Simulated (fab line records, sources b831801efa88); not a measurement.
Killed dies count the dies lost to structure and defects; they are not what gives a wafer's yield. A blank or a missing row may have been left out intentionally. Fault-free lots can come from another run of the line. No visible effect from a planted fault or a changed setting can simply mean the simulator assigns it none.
Struck lot and sound lot, side by side || flow sky130 || 17 steps out of a route of 708
Sound: wafers L249.4, L249.5, L249.6. Wafers struck: L239.4, L239.5, L239.6. The cause comes at the end.
Each step with rows lists, per side, the tool, then ch with its chambers, then its first start. Under that, the readings that differ: sound wafers || struck wafers || difference of the means || sigmas: that difference in standard deviations of wafers without a fault.
alike: words and numbers the same on both sides, and readings whose means are apart by under 2 such deviations; not compared: readings that were withheld, readings missing a value for some wafer, numbers with overlapping values and no deviation given by the record, and bounds like >300 which may hide the same value.
Wherever a step has rows on one side only, a row that says differs or no value, or a row with sigmas, the two part there. Numbers that don't overlap but have no deviation are shown without sigmas and don't part them. A reading that every wafer of one side lacks parts them only if that side has two wafers or more.

SKY_LDD_P_OVL_MEAS_08:
  sound on overlay-01 at day 25 18:44; struck on overlay-01 at day 22 08:02
  alike: LDD_P_OVL
then, 1 step without rows for these wafers: SKY_LDD_P_IMPLANT_09.
SKY_LDD_P_STRIP_10: strips in O2/N2.
  sound on plasmaAsher-02 ch 0,1, day 25 18:56; struck on plasmaAsher-01 ch 0,1, day 22 08:14
  alike: drypumpMotorCurrentA, o2FlowSccm, oesProductAu, stripTimeToEndpointS
  not compared: rfHoursCounterH
SKY_LDD_P_TW_MEAS_11:
  sound on filmMetro-03 at day 25 19:02; struck on filmMetro-04 at day 22 08:20
{"reading": "LDD_P_TW", "sound": "627 629 630", "struck": "637 640 634", "difference": "+8", "sigmas": "+2"}
then, 7 steps without rows for these wafers: SKY_LDD_HVN_DEHYDRATE_00 (time 60 s); SKY_LDD_HVN_HMDS_01 (prime time 60 s); SKY_LDD_HVN_COAT_02 (resist thk 300 nm); SKY_LDD_HVN_SOFTBAKE_03 (time 60 s); SKY_LDD_HVN_EXPOSE_04 (exposes mask HVNTM, target cd 700 nm); SKY_LDD_HVN_PEB_05; SKY_LDD_HVN_DEVELOP_06 (develop time 60 s).
SKY_LDD_HVN_OVL_MEAS_07:
  sound on overlay-02 at day 27 00:16; struck on overlay-02 at day 23 14:16
  alike: LDD_HVN_OVL
SKY_LDD_HVN_IMPLANT_08:
  sound on implanter-01 ch 0, day 27 00:21; struck on implanter-03 ch 0, day 23 14:28
{"reading": "doseIonsCm2", "sound": "2.9922e+13 2.9973e+13 2.9913e+13", "struck": "2.7525e+13 2.7552e+13 2.7528e+13", "difference": -2.4010e+12, "sigmas": -83}
{"reading": "faradayCurrentUA", "sound": "172 171 166", "struck": "149 153 157", "difference": -17, "sigmas": -5}
SKY_LDD_HVN_STRIP_09: strips in O2/N2.
  sound on plasmaAsher-01 ch 0,1, day 27 00:28; struck on plasmaAsher-01 ch 0,1, day 23 14:35
  alike: drypumpMotorCurrentA, o2FlowSccm, oesProductAu, stripTimeToEndpointS
  not compared: rfHoursCounterH
SKY_LDD_HVN_TW_MEAS_10:
  sound on filmMetro-03 at day 27 00:34; struck on filmMetro-02 at day 23 14:41
{"reading": "LDD_HVN_TW", "sound": "1433 1436 1443", "struck": "1409 1408 1395", "difference": -33, "sigmas": -5}
then, 1 step without rows for these wafers: SKY_LDD_HVP_DEHYDRATE_00 (time 60 s).
-- here the record skips 24 days between the struck wafers' starts before and after, leaving off in module LDD_HVP and picking up in module PAD_OPEN (first step shown: number 708 of the route) --
SKY_PAD_OPEN_PROBE_99:
  sound on prober-01 at day 50 02:48; struck on prober-01 at day 48 00:39
{"reading": "model.etest.tip_n_5v.rsOhmSq", "sound": "1392 1394 1391", "struck": "1514 1520 1516", "difference": "+124", "sigmas": ""}
  alike: killed_at_M0_to_M3, killed_at_M4_up, killedAtContacts, killedAtFrontEnd, killedAtOther, killedDies, killedOpen, killedShort

== WHERE THEY PART ==
Earliest at SKY_LDD_P_TW_MEAS_11; latest, in this record, at SKY_LDD_HVN_TW_MEAS_10. Later steps at which nothing parts them and some readings are alike: SKY_PAD_OPEN_PROBE_99.

WHY: what had been put in by the simulator
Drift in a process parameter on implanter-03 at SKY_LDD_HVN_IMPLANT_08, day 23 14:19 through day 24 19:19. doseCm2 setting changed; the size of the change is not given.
